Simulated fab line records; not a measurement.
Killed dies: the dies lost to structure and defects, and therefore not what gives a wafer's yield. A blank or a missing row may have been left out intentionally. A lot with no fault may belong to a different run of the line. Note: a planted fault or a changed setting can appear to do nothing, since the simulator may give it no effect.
Which tool was responsible? / flow gf180mcu / 6 lots with 18 wafers sampled at 3 steps, on a route of 602 steps

WHAT THE GAUGES SHOWED, per wafer
GF_VT_IMPLANT_OVL_MEAS_29.
lot=L315; measured=day 7 02:31; on=overlay-01; VT_IMPLANT_02_OVL (nm)=-0.7 0.0 -0.2
lot=L318; measured=day 7 22:48; on=overlay-01; VT_IMPLANT_02_OVL (nm)=1.1 -3.1 0.4
lot=L322; measured=day 8 21:54; on=overlay-02; VT_IMPLANT_02_OVL (nm)=0.5 0.3 0.0
lot=L324; measured=day 9 12:54; on=overlay-01; VT_IMPLANT_02_OVL (nm)=1.3 1.6 2.4
lot=L326; measured=day 9 21:06; on=overlay-01; VT_IMPLANT_02_OVL (nm)=2.2 2.6 1.6
lot=L329; measured=day 10 21:03; on=overlay-02; VT_IMPLANT_02_OVL (nm)=0.7 1.8 1.6

EACH LOT AND THE TOOL THAT RAN IT (in order: tool; ch and the chambers of the sampled wafers; start)
lot=L315; GF_NWELL_STRIP_10=plasma_asher-04 ch 0,1, day 3 13:08; GF_VT_IMPLANT_EXPOSE_26=iline_stepper-02 ch 0, day 6 19:12
lot=L318; GF_NWELL_STRIP_10=plasma_asher-04 ch 0,1, day 4 05:59; GF_VT_IMPLANT_EXPOSE_26=iline_stepper-02 ch 0, day 7 15:15
lot=L322; GF_NWELL_STRIP_10=plasma_asher-01 ch 0,1, day 5 01:50; GF_VT_IMPLANT_EXPOSE_26=iline_stepper-01 ch 0, day 8 14:08
lot=L324; GF_NWELL_STRIP_10=plasma_asher-04 ch 0,1, day 5 15:35; GF_VT_IMPLANT_EXPOSE_26=iline_stepper-02 ch 0, day 9 05:09
lot=L326; GF_NWELL_STRIP_10=plasma_asher-02 ch 0,1, day 5 21:47; GF_VT_IMPLANT_EXPOSE_26=iline_stepper-01 ch 0, day 9 12:44
lot=L329; GF_NWELL_STRIP_10=plasma_asher-04 ch 0,1, day 6 16:41; GF_VT_IMPLANT_EXPOSE_26=iline_stepper-02 ch 0, day 10 12:11
- GF_NWELL_STRIP_10: strips in O2/N2.
- GF_VT_IMPLANT_EXPOSE_26: exposes mask LVPWELL HV AREA, target cd 860 nm.

THE ANSWER, worked out from the rows above alone
Rule: the lots themselves supply what counts as usual. The widest of any qualifying gaps counts: lots, ordered by their means at a reading, are off when they make up no more than a third of the lots, leave a main group of 4 or more, and stand apart from it by 3 or more times the standard deviation of that group's means. A main group whose means are all the same, to the digits that the tables above print for the reading, isn't used. A lot without any number at a reading at which 4 lots or more have one is off too. All remaining lots with rows at the step are treated as sound.
None of the lots is off at any reading shown; this tells nothing.

WHAT THE SIMULATOR PUT IN
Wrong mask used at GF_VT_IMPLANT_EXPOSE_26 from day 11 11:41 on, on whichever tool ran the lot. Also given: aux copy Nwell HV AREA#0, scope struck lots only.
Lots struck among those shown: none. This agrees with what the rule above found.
